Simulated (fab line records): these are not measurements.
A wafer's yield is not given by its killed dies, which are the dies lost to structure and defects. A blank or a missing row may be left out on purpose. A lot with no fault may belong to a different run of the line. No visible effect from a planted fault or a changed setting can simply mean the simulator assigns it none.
Code-filled problem report in 8D (eight disciplines) form -- flow gf180mcu -- the parts of the form that need people (team, actions taken, sign-off) are left out

== 1. WHAT WENT WRONG ==
Across 2 wafers from 2 lots, V2_CVD_00_THK at GF_V2_THK_MEAS_01 averages 476 nm, while fault-free wafers read 600 nm with a standard deviation of 6.7. That is -18 standard deviations from the usual mean.
First observed at day 24 16:13: wafer L955.5, on film-metro-01. The record has a number at this step for 35 wafers belonging to 12 lots. By rule, "out" or "out of limits" means more than 4 standard deviations away from the usual mean. All remaining wafers that have a number are taken as sound.

== 2. WHAT IT IS, AND WHAT IT ISN'T ==
question,is,is not
which readings at this step,V2_CVD_00_THK,-
which lots,"L955, L958","L941, L942, L943, L944, L946, L947, L951, L953, L954, L964"
which wafers of those lots,"L955.5, L958.3","L955.2, L958.2, L958.4"
read on which gauges,film-metro-01,"film-metro-03, film-metro-04"
when,from day 24 16:13,"up to then (28 sound wafers); but 5 sound wafers of L958, L964 came after"

== 3. THE SUSPECTS, EACH WITH WHAT RULES IT OUT ==
Counting: any tool at a process step up to the reading remains a suspect provided it ran every lot that is out. Sound lots after the first of them don't rule it out here, since some wafers of a struck lot are sound.
- ruled out: the gauge at GF_V2_THK_MEAS_01. All the wafers that are out were read on film-metro-01, but those of them that GF_V2_CVD_00 has rows for are out there too, on other tools.
- hdpcvd-02 at GF_V2_CVD_00 (deposits SiO2, target thk 600 nm, time 100 s): kept. Ran every lot that is out, first one L955 (day 24 16:08); last sound lot up to then L954 (day 24 00:40). On those wafers its own readings are out: sih4-flow-sccm.
- At GF_V2_CVD_00, inside hdpcvd-02: chamber 2 took the wafers that are out, while their sound lot-mates went through chambers 0, 1.
Left after counting: hdpcvd-02 at GF_V2_CVD_00.

== 4. THE CAUSE (what the simulator had put in) ==
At GF_V2_CVD_00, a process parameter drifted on hdpcvd-02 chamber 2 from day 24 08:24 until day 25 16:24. The setting sih4-flow-sccm was moved by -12, starting from 60. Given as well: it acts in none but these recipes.
The count eliminated every tool but this one.

== 5. THE CHAIN OF EFFECTS, in route order ==
Each row: a reading where the mean over the struck wafers with a number is more than 3 standard deviations away from the usual. Readings are gone through only where the record gives a usual standard deviation; hours: the median, over the lots, of the time from a lot's start at the first step in this table giving one to that lot's start at this step; sigmas: the change measured in usual standard deviations.
hours,step,reading,usual,on struck wafers,change,sigmas
0,GF_V2_CVD_00,sih4-flow-sccm,60.00 sccm,48.00,-12.00,-75
0,GF_V2_THK_MEAS_01,V2_CVD_00_THK,600 nm,476,-124,-18
It contains these process steps:
- GF_V2_CVD_00: deposits SiO2, target thk 600 nm, time 100 s.

== 6. WHAT WOULD HAVE CAUGHT IT SOONER ==
8 hours passed between the start of the fault at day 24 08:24 and the first reading out of limits at a measuring or inspecting step in this record, taken at day 24 16:13.
At GF_V2_CVD_00, the tool's own readings (sih4-flow-sccm) were out on each struck wafer the step has a row for, so an alarm limit on them would have fired on the first such wafer.
Lots out: 2; of these, L958 started GF_V2_CVD_00 on hdpcvd-02 after day 24 16:13. Putting the tool on hold at that point would have spared it.
